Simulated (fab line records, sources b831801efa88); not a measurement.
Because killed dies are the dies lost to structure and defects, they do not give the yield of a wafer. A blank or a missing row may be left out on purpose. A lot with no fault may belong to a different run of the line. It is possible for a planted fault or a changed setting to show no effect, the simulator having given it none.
fab line records	flow sky130
record: lots: 12	wafers: 36	last_day: 50
route steps=708 shown VT_ADJUST_LVTN@106 VT_ADJUST_NCORE@126 VT_ADJUST_HVTR@140 PAD_OPEN@708
lots that met no fault: from a run of the same line without faults
start_h: the number of hours between the record's first day and the start of the first shown wafer of the lot	wait_h: time in hours since the lot's previous step	" repeats the value in the row above	L1.1+2: a single row standing in for several wafers	- no value, or no start was given	* or withheld: withheld	< > ~ a bound
route shown NAME@n: names a module that has steps shown in the file, with the first one's number in the route	usual: average and standard deviation across the fault-free wafers	same: alike in all rows	chamber/n: place in a boat	sites: per-site readings	_std_site: standard deviation of those values	_edge_site: outer sites' mean less inner sites'	radius_mm: how far each site lies from the wafer's centre	mask NAME#n: copy n	behind: tool/chamber where the wafer was last shaped	hold: the reason the lot was held/the length of the hold in hours/how it ended	device: whichever transistor did not switch (one of n, p or np)	end of line: tests of these same wafers at the route's end	a step with no rows: only its recipe	killed: at the first sort, the dies lost to defects and structure; wafer yield is something else	map: dies across one wafer; x = killed, . = not, _ = none there
set.NAME: setting as actually run; set.NAME@STEP: the setting as run at that earlier step	model.NAME: the simulator's own value behind a step, which no gauge read
a sample of lots followed through the steps of the route, with each step as a table and each wafer as a row
services: the hour from which a tool's chamber was out of use, counted from the record's first day as start_h (under 0 if before that day), plus the number of hours and why
== steps ==
step: SKY_VT_ADJUST_LVTN_STRIP_09
recipe: chemistry: O2/N2	power_w: 1400	pressure_mtorr: 1500	platen_temp_c: withheld	o2_flow_sccm: 3000	n2_flow_sccm: 300	overash_fraction: 0.5
usual: drypump_motor_current_A: 5.6/0.49	o2_flow_sccm: 2999/9	oes_product_au: 0.722/0.0045	strip_time_to_endpoint_s: 36.90/0.12
lot.wafer	tool	chamber	start_h	wait_h	drypump_motor_current_A	o2_flow_sccm	oes_product_au	rf_hours_counter_h	strip_time_to_endpoint_s
L435.3	plasma_asher-01	1	153.64	0.1	5.4	2998	0.722	-	37.05
L435.5	"	1	"	"	5.4	2996	0.721	-	36.98
L435.6	"	0	"	"	5.1	3003	0.724	-	37.10
L438.2	plasma_asher-01	0	171.21	0.1	5.1	2986	0.725	49	36.88
L438.5	"	0	"	"	5.1	3012	0.718	-	37.00
L438.6	"	1	"	"	5.5	2987	0.723	-	36.93
L443.4	plasma_asher-01	0	208.64	0.1	5.1	3004	0.718	-	37.02
L443.5	"	1	"	"	5.5	3002	0.722	-	37.00
L443.6	"	0	"	"	5.1	2993	0.721	-	37.06
L444.3	plasma_asher-04	0	219.85	0.1	5.9	2999	0.723	-	36.77
L444.4	"	1	"	"	6.2	2987	0.718	-	36.75
L444.5	"	0	"	"	5.8	2998	0.723	-	36.70
L447.2	plasma_asher-04	0	236.22	0.1	5.8	3004	0.722	55	36.84
L447.4	"	0	"	"	5.8	2997	0.723	-	36.79
L447.6	"	0	"	"	5.8	3004	0.728	-	36.80
L448.1	plasma_asher-03	1	241.40	0.1	4.8	3009	0.721	12	36.87
L448.2	"	0	"	"	5.3	3008	0.721	12	37.03
L448.5	"	0	"	"	5.3	3006	0.717	-	36.91
L449.1	plasma_asher-03	0	252.71	0.1	5.3	2986	0.718	13	36.86
L449.3	"	0	"	"	5.3	2990	0.719	-	36.91
L449.4	"	1	"	"	4.9	3001	0.725	-	36.85
L451.1	plasma_asher-04	1	260.87	0.1	6.2	2990	0.722	57	36.93
L451.2	"	0	"	"	5.8	3000	0.725	57	36.82
L451.6	"	0	"	"	5.9	2990	0.716	-	36.87
L453.2	plasma_asher-03	1	275.02	0.1	4.8	3014	0.724	15	36.81
L453.4	"	0	"	"	5.3	2997	0.723	-	36.95
L453.6	"	0	"	"	5.3	2993	0.720	-	36.91
L454.1	plasma_asher-04	0	291.37	0.1	5.8	3006	0.730	61	36.97
L454.3	"	0	"	"	5.8	2992	0.724	-	37.03
L454.6	"	0	"	"	5.9	2997	0.726	-	37.04
L456.1	plasma_asher-04	0	297.20	0.1	5.8	3008	0.723	61	36.91
L456.4	"	0	"	"	5.8	2993	0.716	-	37.06
L456.5	"	1	"	"	6.2	3005	0.727	-	36.95
L455.1	plasma_asher-04	0	297.52	0.1	5.9	2997	0.713	61	37.12
L455.2	"	1	"	"	6.2	2995	0.717	61	36.98
L455.4	"	1	"	"	6.3	3001	0.721	-	37.03
step: SKY_VT_ADJUST_LVTN_STRIP_20
recipe: chemistry: O2/N2	power_w: 1400	pressure_mtorr: 1500	platen_temp_c: withheld	o2_flow_sccm: 3000	n2_flow_sccm: 300	overash_fraction: 0.5
usual: drypump_motor_current_A: 5.6/0.48	o2_flow_sccm: 3000/9.5	oes_product_au: 0.715/0.0042	strip_time_to_endpoint_s: 14.16/0.043
lot.wafer	tool	chamber	start_h	wait_h	drypump_motor_current_A	o2_flow_sccm	oes_product_au	rf_hours_counter_h	strip_time_to_endpoint_s
L435.3	plasma_asher-03	1	172.84	0.1	4.8	3009	0.711	-	14.19
L435.5	"	1	"	"	4.8	3002	0.719	-	14.18
L435.6	"	0	"	"	5.3	3006	0.713	-	14.15
L438.2	plasma_asher-01	1	192.56	0.1	5.4	3001	0.726	51	14.15
L438.5	"	1	"	"	5.4	2991	0.720	-	14.19
L438.6	"	0	"	"	5.1	2993	0.719	-	14.20
L443.4	plasma_asher-04	0	231.24	0.1	5.9	2997	0.713	-	14.21
L443.5	"	1	"	"	6.3	2994	0.714	-	14.22
L443.6	"	0	"	"	5.9	2993	0.711	-	14.21
L444.3	plasma_asher-04	1	243.54	0.1	6.3	2992	0.716	-	14.13
L444.4	"	0	"	"	5.8	3004	0.710	-	14.13
L444.5	"	1	"	"	6.2	2991	0.718	-	14.11
L447.2	plasma_asher-01	1	260.52	0.1	5.4	3008	0.712	58	14.20
L447.4	"	0	"	"	5.1	2993	0.717	-	14.24
L447.6	"	1	"	"	5.4	3009	0.713	-	14.19
L448.1	plasma_asher-04	0	265.20	0.1	5.8	2996	0.718	58	14.19
L448.2	"	1	"	"	6.2	2999	0.722	58	14.13
L448.5	"	0	"	"	5.9	2999	0.715	-	14.16
L449.1	plasma_asher-04	0	277.86	0.2	5.8	2998	0.712	59	14.17
L449.3	"	0	"	"	5.8	2998	0.711	-	14.13
L449.4	"	1	"	"	6.3	2994	0.721	-	14.20
L451.1	plasma_asher-04	0	285.32	0.1	5.9	2995	0.725	60	14.20
L451.2	"	1	"	"	6.3	3000	0.717	60	14.19
L451.6	"	0	"	"	5.9	3004	0.716	-	14.23
L453.2	plasma_asher-04	1	300.05	0.1	6.2	2988	0.716	62	14.16
L453.4	"	1	"	"	6.2	3004	0.721	-	14.19
L453.6	"	1	"	"	6.2	3000	0.709	-	14.17
L454.1	plasma_asher-03	1	317.65	0.1	4.9	2980	0.720	18	14.19
L454.3	"	0	"	"	5.3	3012	0.715	-	14.20
L454.6	"	1	"	"	4.9	2997	0.720	-	14.16
L456.1	plasma_asher-03	1	323.37	0.1	4.9	3009	0.711	19	14.16
L456.4	"	1	"	"	4.8	2985	0.713	-	14.19
L456.5	"	1	"	"	4.8	3000	0.712	-	14.16
L455.1	plasma_asher-01	0	323.45	0.1	5.1	2989	0.711	64	14.11
L455.2	"	1	"	"	5.4	2997	0.713	64	14.16
L455.4	"	0	"	"	5.1	3003	0.712	-	14.17
step: SKY_VT_ADJUST_NCORE_CD_MEAS_07
recipe: target_cd_nm: 380
usual: cd_nm: 379.7/2.4
lot.wafer	tool	chamber	start_h	wait_h	cd_nm
L435.3	cd_sem-02	-	193.41	0.1	378.3
L435.5	"	-	"	"	379.7
L435.6	"	-	"	"	379.3
L438.2	cd_sem-01	-	214.14	0.1	383.9
L438.5	"	-	"	"	383.0
L438.6	"	-	"	"	385.8
L443.4	cd_sem-02	-	255.28	0.1	380.9
L443.5	"	-	"	"	380.4
L443.6	"	-	"	"	381.3
L444.3	cd_sem-01	-	266.66	0.1	382.7
L444.4	"	-	"	"	381.1
L444.5	"	-	"	"	384.9
L447.2	cd_sem-01	-	284.68	0.1	378.6
L447.4	"	-	"	"	377.9
L447.6	"	-	"	"	378.4
L448.1	cd_sem-01	-	290.42	0.1	381.4
L448.2	"	-	"	"	379.4
L448.5	"	-	"	"	381.1
L449.1	cd_sem-02	-	303.22	0.1	372.3
L449.3	"	-	"	"	375.7
L449.4	"	-	"	"	377.5
L451.1	cd_sem-01	-	310.31	0.1	379.6
L451.2	"	-	"	"	380.4
L451.6	"	-	"	"	380.0
L453.2	cd_sem-02	-	325.78	0.1	381.5
L453.4	"	-	"	"	379.9
L453.6	"	-	"	"	378.3
L454.1	cd_sem-01	-	344.50	0.2	381.5
L454.3	"	-	"	"	383.3
L454.6	"	-	"	"	379.5
L456.1	cd_sem-01	-	350.17	0.1	377.0
L456.4	"	-	"	"	378.6
L456.5	"	-	"	"	380.5
L455.1	cd_sem-01	-	350.61	0.1	378.0
L455.2	"	-	"	"	376.8
L455.4	"	-	"	"	378.4
step: SKY_VT_ADJUST_HVTR_IMPLANT_09
recipe: species: B	energy_kev: 10	dose_cm2: 2.1e+12	tilt_deg: withheld
usual: dose_ions_cm2: 2.1001e+12/2.4e+09	faraday_current_uA: 11.85/0.23
lot.wafer	tool	chamber	start_h	wait_h	dose_ions_cm2	faraday_current_uA
L435.3	implanter-02	0	216.04	0.1	2.0966e+12	11.82
L435.5	"	0	"	"	2.0959e+12	11.72
L435.6	"	0	"	"	2.0971e+12	12.19
L438.2	implanter-04	0	236.90	0.0	2.0978e+12	12.29
L438.5	"	0	"	"	2.0981e+12	11.79
L438.6	"	0	"	"	2.0992e+12	12.41
L443.4	implanter-04	0	280.20	0.1	1.6778e+12	9.40
L443.5	"	0	"	"	1.6802e+12	9.31
L443.6	"	0	"	"	1.6774e+12	9.56
L444.3	implanter-04	0	292.34	0.1	1.6811e+12	9.85
L444.4	"	0	"	"	1.6755e+12	9.20
L444.5	"	0	"	"	1.6797e+12	9.43
L447.2	implanter-04	0	309.84	0.0	1.6785e+12	9.27
L447.4	"	0	"	"	1.6783e+12	9.48
L447.6	"	0	"	"	1.6811e+12	9.64
L448.1	implanter-03	0	316.88	0.0	2.1005e+12	11.85
L448.2	"	0	"	"	2.0995e+12	11.78
L448.5	"	0	"	"	2.0992e+12	11.84
L449.1	implanter-03	0	330.26	0.0	2.1011e+12	11.57
L449.3	"	0	"	"	2.1018e+12	12.03
L449.4	"	0	"	"	2.0992e+12	11.84
L451.1	implanter-02	0	336.83	0.0	2.1064e+12	11.77
L451.2	"	0	"	"	2.103e+12	11.96
L451.6	"	0	"	"	2.1015e+12	11.49
L453.2	implanter-03	0	353.42	0.0	2.0979e+12	12.03
L453.4	"	0	"	"	2.0978e+12	11.93
L453.6	"	0	"	"	2.0967e+12	12.09
L454.1	implanter-02	0	373.26	0.0	2.0972e+12	11.76
L454.3	"	0	"	"	2.0981e+12	11.77
L454.6	"	0	"	"	2.0967e+12	11.97
L456.1	implanter-02	0	378.28	0.0	2.102e+12	11.93
L456.4	"	0	"	"	2.1043e+12	12.06
L456.5	"	0	"	"	2.1022e+12	11.54
L455.1	implanter-03	0	379.21	0.0	2.0992e+12	11.83
L455.2	"	0	"	"	2.0983e+12	11.48
L455.4	"	0	"	"	2.0957e+12	11.63
step: SKY_VT_ADJUST_HVTR_TW_MEAS_11
usual: VT_ADJUST_HVTR_TW: 211.6/1.1
lot.wafer	tool	chamber	start_h	wait_h	VT_ADJUST_HVTR_TW
L435.3	film_metro-01	-	216.26	0.1	212.6
L435.5	"	-	"	"	212.6
L435.6	"	-	"	"	212.9
L438.2	film_metro-01	-	237.14	0.1	212.4
L438.5	"	-	"	"	213.4
L438.6	"	-	"	"	213.2
L443.4	film_metro-01	-	280.41	0.1	199.7
L443.5	"	-	"	"	199.9
L443.6	"	-	"	"	199.5
L444.3	film_metro-02	-	292.56	0.1	199.7
L444.4	"	-	"	"	198.7
L444.5	"	-	"	"	198.9
L447.2	film_metro-02	-	310.07	0.1	199.7
L447.4	"	-	"	"	199.0
L447.6	"	-	"	"	197.5
L448.1	film_metro-03	-	317.13	0.1	211.1
L448.2	"	-	"	"	210.8
L448.5	"	-	"	"	211.4
L449.1	film_metro-03	-	330.51	0.1	211.0
L449.3	"	-	"	"	210.4
L449.4	"	-	"	"	209.1
L451.1	film_metro-02	-	337.08	0.1	213.2
L451.2	"	-	"	"	211.9
L451.6	"	-	"	"	212.1
L453.2	film_metro-01	-	353.65	0.1	209.2
L453.4	"	-	"	"	212.2
L453.6	"	-	"	"	210.3
L454.1	film_metro-03	-	373.51	0.1	211.6
L454.3	"	-	"	"	211.5
L454.6	"	-	"	"	210.7
L456.1	film_metro-01	-	378.53	0.1	212.4
L456.4	"	-	"	"	211.9
L456.5	"	-	"	"	211.5
L455.1	film_metro-02	-	379.46	0.1	211.6
L455.2	"	-	"	"	210.7
L455.4	"	-	"	"	211.4
step: SKY_PAD_OPEN_PROBE_99
usual: killed_at_M0_to_M3: 44/6.5	killed_at_M4_up: 3.3/1.7	killed_at_contacts: 25/5.3	killed_at_front_end: 15/5	killed_at_other: 0.2/0.47	killed_dies: 87/9.9	killed_on_rim: 17/3.8	killed_open: 47/8	killed_short: 39/6.1
same: gross_dies: 492	killed_at_back_side: 0
lot.wafer	tool	chamber	start_h	wait_h	killed_at_M0_to_M3	killed_at_M4_up	killed_at_contacts	killed_at_front_end	killed_at_other	killed_dies	killed_on_rim	killed_open	killed_short
L438.2	prober-02	-	1105.83	0.1	42	6	22	10	0	80	9	46	34
L438.5	prober-02	-	1105.98	0.2	47	3	19	21	0	90	20	48	42
L438.6	prober-02	-	1106.03	0.2	45	7	20	23	0	95	21	51	44
L443.4	prober-01	-	1135.39	0.2	39	1	29	7	1	77	9	43	34
L443.5	prober-01	-	1135.44	0.2	59	5	27	11	0	102	18	55	47
L443.6	prober-01	-	1135.49	0.2	38	3	24	14	0	79	17	46	33
L447.2	prober-01	-	1161.73	0.1	45	4	23	17	0	89	16	41	48
L447.4	prober-01	-	1161.83	0.2	45	7	35	7	0	94	12	54	40
L447.6	prober-01	-	1161.93	0.2	40	3	21	16	0	80	16	39	41
L448.1	prober-02	-	1164.94	0.1	41	3	21	15	0	80	12	35	45
L448.2	prober-02	-	1164.99	0.1	49	4	21	25	0	99	18	55	44
L448.5	prober-02	-	1165.14	0.2	47	4	19	15	0	85	15	39	46
L449.1	prober-02	-	1173.65	0.1	48	4	26	16	0	94	15	48	46
L449.3	prober-02	-	1173.75	0.2	42	6	26	19	1	94	15	61	33
L449.4	prober-02	-	1173.80	0.2	36	6	24	13	0	79	20	38	41
L451.1	prober-01	-	1176.18	0.1	51	6	26	8	0	91	18	43	48
L451.2	prober-01	-	1176.23	0.1	48	1	29	8	0	86	20	43	43
L451.6	prober-01	-	1176.43	0.2	47	4	20	10	0	81	13	40	41
L453.2	prober-01	-	1188.87	0.1	35	2	24	11	0	72	16	43	29
L453.4	prober-01	-	1188.97	0.2	54	3	25	10	0	92	17	43	49
L453.6	prober-01	-	1189.07	0.2	43	4	25	11	0	83	17	50	33
L454.1	prober-01	-	1202.13	0.1	44	2	19	22	0	87	18	54	33
L454.3	prober-01	-	1202.23	0.2	43	2	30	15	0	90	18	45	45
L454.6	prober-01	-	1202.38	0.2	47	5	19	18	0	89	21	50	39
killed by level:class
L438.2 VIA1:geometric_particle:open=12 VIA2:geometric_particle:open=9 CONTACT:geometric_particle:open=6 LI_CONTACT:geometric_particle:open=5 CONTACT:geometric_particle:short=5 VIA1:geometric_particle:short=5 LI_CONTACT:geometric_particle:short=4 METAL2:geometric_particle:short=4
L438.5 VIA1:geometric_particle:open=10 VIA2:geometric_particle:open=9 VIA3:geometric_particle:open=9 FIELD_ISO:geometric_particle:short=5 POLY_GATE:geometric_particle:short=5 CONTACT:geometric_particle:short=5 VIA2:geometric_particle:short=5 FIELD_ISO:geometric_particle:open=4
L438.6 VIA1:geometric_particle:open=10 VIA2:geometric_particle:open=10 LI_CONTACT:geometric_particle:open=7 POLY_GATE:geometric_particle:short=6 FIELD_ISO:geometric_particle:open=4 FIELD_ISO:geometric_particle:short=4 CONTACT:geometric_particle:open=4 METAL1:geometric_particle:short=4
L443.4 VIA1:geometric_particle:open=13 CONTACT:geometric_particle:open=9 LI_CONTACT:geometric_particle:open=8 METAL1:geometric_particle:short=8 CONTACT:geometric_particle:short=4 VIA3:geometric_particle:open=4 LI_CONTACT:geometric_particle:short=3 LOCAL_INTERCONNECT:geometric_particle:short=3
L443.5 VIA1:geometric_particle:open=17 METAL1:geometric_particle:short=12 CONTACT:geometric_particle:open=10 VIA2:geometric_particle:open=10 VIA1:geometric_particle:short=6 POLY_GATE:geometric_particle:open=5 METAL2:geometric_particle:short=5 LI_CONTACT:geometric_particle:open=4
L443.6 CONTACT:geometric_particle:open=9 VIA1:geometric_particle:open=7 VIA2:geometric_particle:open=7 FIELD_ISO:geometric_particle:open=5 LI_CONTACT:geometric_particle:open=5 VIA3:geometric_particle:open=5 FIELD_ISO:geometric_particle:short=4 LI_CONTACT:geometric_particle:short=4
L447.2 VIA1:geometric_particle:open=14 CONTACT:geometric_particle:short=8 FIELD_ISO:geometric_particle:short=6 LOCAL_INTERCONNECT:geometric_particle:short=6 CONTACT:geometric_particle:open=6 FIELD_ISO:geometric_particle:open=5 VIA1:geometric_particle:short=5 VIA2:geometric_particle:open=5
L447.4 CONTACT:geometric_particle:open=14 LI_CONTACT:geometric_particle:open=11 VIA2:geometric_particle:open=9 VIA3:geometric_particle:open=9 VIA1:geometric_particle:short=7 CONTACT:geometric_particle:short=6 POLY_GATE:geometric_particle:open=4 VIA1:geometric_particle:open=4
L447.6 CONTACT:geometric_particle:open=10 VIA1:geometric_particle:open=7 VIA3:geometric_particle:open=6 VIA1:geometric_particle:short=6 LOCAL_INTERCONNECT:geometric_particle:short=5 VIA3:geometric_particle:short=5 FIELD_ISO:geometric_particle:open=4 POLY_GATE:geometric_particle:open=4
L448.1 LI_CONTACT:geometric_particle:open=8 CONTACT:geometric_particle:open=7 METAL1:geometric_particle:short=7 VIA1:geometric_particle:open=6 METAL2:geometric_particle:short=6 VIA2:geometric_particle:short=6 FIELD_ISO:geometric_particle:short=5 POLY_GATE:geometric_particle:short=4
L448.2 VIA1:geometric_particle:open=11 VIA3:geometric_particle:open=10 METAL2:geometric_particle:short=9 CONTACT:geometric_particle:open=8 VIA2:geometric_particle:open=8 FIELD_ISO:geometric_particle:open=6 FIELD_ISO:geometric_particle:short=6 POLY_GATE:geometric_particle:open=4
L448.5 VIA1:geometric_particle:open=10 METAL1:geometric_particle:short=7 LI_CONTACT:geometric_particle:open=6 CONTACT:geometric_particle:open=6 METAL2:geometric_particle:short=6 VIA3:geometric_particle:short=6 VIA1:geometric_particle:short=5 FIELD_ISO:geometric_particle:short=4
L449.1 CONTACT:geometric_particle:open=11 LI_CONTACT:geometric_particle:open=7 METAL1:geometric_particle:short=7 METAL3:geometric_particle:short=7 VIA3:geometric_particle:open=7 VIA2:geometric_particle:open=5 VIA1:geometric_particle:open=5 METAL2:geometric_particle:short=5
L449.3 CONTACT:geometric_particle:open=12 FIELD_ISO:geometric_particle:open=10 VIA1:geometric_particle:open=9 VIA2:geometric_particle:open=9 LI_CONTACT:geometric_particle:open=5 METAL1:geometric_particle:open=5 VIA3:geometric_particle:open=5 METAL4:geometric_particle:short=5
L449.4 CONTACT:geometric_particle:open=11 VIA1:geometric_particle:open=10 VIA1:geometric_particle:short=8 CONTACT:geometric_particle:short=5 METAL4:geometric_particle:short=5 VIA2:geometric_particle:open=4 METAL2:geometric_particle:short=4 LI_CONTACT:geometric_particle:short=4
L451.1 METAL2:geometric_particle:short=11 CONTACT:geometric_particle:open=8 VIA1:geometric_particle:open=8 METAL1:geometric_particle:short=7 VIA3:geometric_particle:open=7 LI_CONTACT:geometric_particle:open=6 CONTACT:geometric_particle:short=6 VIA2:geometric_particle:short=5
L451.2 VIA1:geometric_particle:open=9 METAL2:geometric_particle:short=9 LI_CONTACT:geometric_particle:open=8 CONTACT:geometric_particle:open=8 VIA2:geometric_particle:open=8 METAL1:geometric_particle:short=7 CONTACT:geometric_particle:short=6 VIA3:geometric_particle:short=5
L451.6 VIA1:geometric_particle:open=12 CONTACT:geometric_particle:open=8 VIA2:geometric_particle:short=6 METAL2:geometric_particle:short=6 CONTACT:geometric_particle:short=5 VIA3:geometric_particle:short=5 VIA3:geometric_particle:open=5 VIA2:geometric_particle:open=4
L453.2 VIA1:geometric_particle:open=11 LI_CONTACT:geometric_particle:open=10 FIELD_ISO:geometric_particle:open=6 METAL1:geometric_particle:short=5 VIA1:geometric_particle:short=5 POLY_GATE:geometric_particle:short=4 CONTACT:geometric_particle:open=4 VIA3:geometric_particle:open=4
L453.4 VIA1:geometric_particle:open=15 CONTACT:geometric_particle:open=9 METAL1:geometric_particle:short=9 VIA1:geometric_particle:short=8 VIA2:geometric_particle:open=6 LI_CONTACT:geometric_particle:open=5 LOCAL_INTERCONNECT:geometric_particle:short=5 METAL2:geometric_particle:short=5
L453.6 CONTACT:geometric_particle:open=12 VIA1:geometric_particle:open=11 VIA3:geometric_particle:open=9 CONTACT:geometric_particle:short=7 VIA1:geometric_particle:short=5 VIA2:geometric_particle:open=4 METAL1:geometric_particle:short=4 FIELD_ISO:geometric_particle:open=3
L454.1 VIA1:geometric_particle:open=13 CONTACT:geometric_particle:open=9 FIELD_ISO:geometric_particle:open=6 FIELD_ISO:geometric_particle:short=5 VIA3:geometric_particle:open=5 VIA2:geometric_particle:open=5 VIA3:geometric_particle:short=5 POLY_GATE:geometric_particle:open=4
L454.3 CONTACT:geometric_particle:open=10 VIA1:geometric_particle:open=10 VIA1:geometric_particle:short=7 LI_CONTACT:geometric_particle:open=7 METAL1:geometric_particle:short=5 VIA2:geometric_particle:open=5 FIELD_ISO:geometric_particle:short=4 LI_CONTACT:geometric_particle:short=4
L454.6 VIA1:geometric_particle:open=14 FIELD_ISO:geometric_particle:short=8 CONTACT:geometric_particle:open=8 METAL1:geometric_particle:short=7 VIA1:geometric_particle:short=6 VIA2:geometric_particle:open=6 VIA3:geometric_particle:open=6 LOCAL_INTERCONNECT:geometric_particle:short=5
== services ==
tool	chamber	start_h	hours	kind
implanter-02	-	139.96	6.2	repair
implanter-02	-	147.25	3.2	repair
implanter-04	-	151.02	5.3	repair
implanter-02	-	153.69	2.9	pm
implanter-04	-	248.12	0.5	repair
implanter-02	-	258.91	3.5	repair
implanter-03	-	262.80	6.1	pm
implanter-03	-	270.13	1.3	repair
plasma_asher-03	-	288.54	15.6	pm
implanter-04	-	289.56	0.9	repair
implanter-02	-	293.71	2.0	repair
plasma_asher-01	-	296.90	3.4	repair
implanter-03	-	312.48	1.0	repair
implanter-03	-	354.64	1.7	repair
implanter-04	-	360.74	4.1	repair
implanter-03	-	364.46	1.1	repair
== key ==
first_sign: step: SKY_VT_ADJUST_HVTR_IMPLANT_09	reading: dose_ions_cm2	direction: down	sigmas: 99+	usual: *	struck: *
effect: step: SKY_VT_ADJUST_HVTR_IMPLANT_09	reading: faraday_current_uA	direction: down	sigmas: 10	usual: 11.85	struck: 9.46
effect: step: SKY_VT_ADJUST_HVTR_TW_MEAS_11	reading: VT_ADJUST_HVTR_TW	direction: down	sigmas: 11	usual: 211.6	struck: 199.2
met_at SKY_VT_ADJUST_HVTR_IMPLANT_09
struck_lots L443,L444,L447
tester_left_out L443,L444,L447
not_acting_at SKY_VT_ADJUST_LVTN_STRIP_09,SKY_VT_ADJUST_LVTN_STRIP_20,SKY_VT_ADJUST_NCORE_CD_MEAS_07
onset_between 236.90 280.20
fault: kind: process_parameter_drift	tool: implanter-04	chamber: -	onset_h: 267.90	steps: SKY_VT_ADJUST_HVTR_IMPLANT_09	channel: dose_cm2	offset: *	shape: step	end_h: 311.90	acts_in: *	stated: *
tester_left_out: of these lots the tester's yield and bins aren't shown, on N5 and GAA mostly nor the transistor test; their killed dies are dies lost to structure and defects alone, not to doping, threshold or leakage, so they don't give the yield
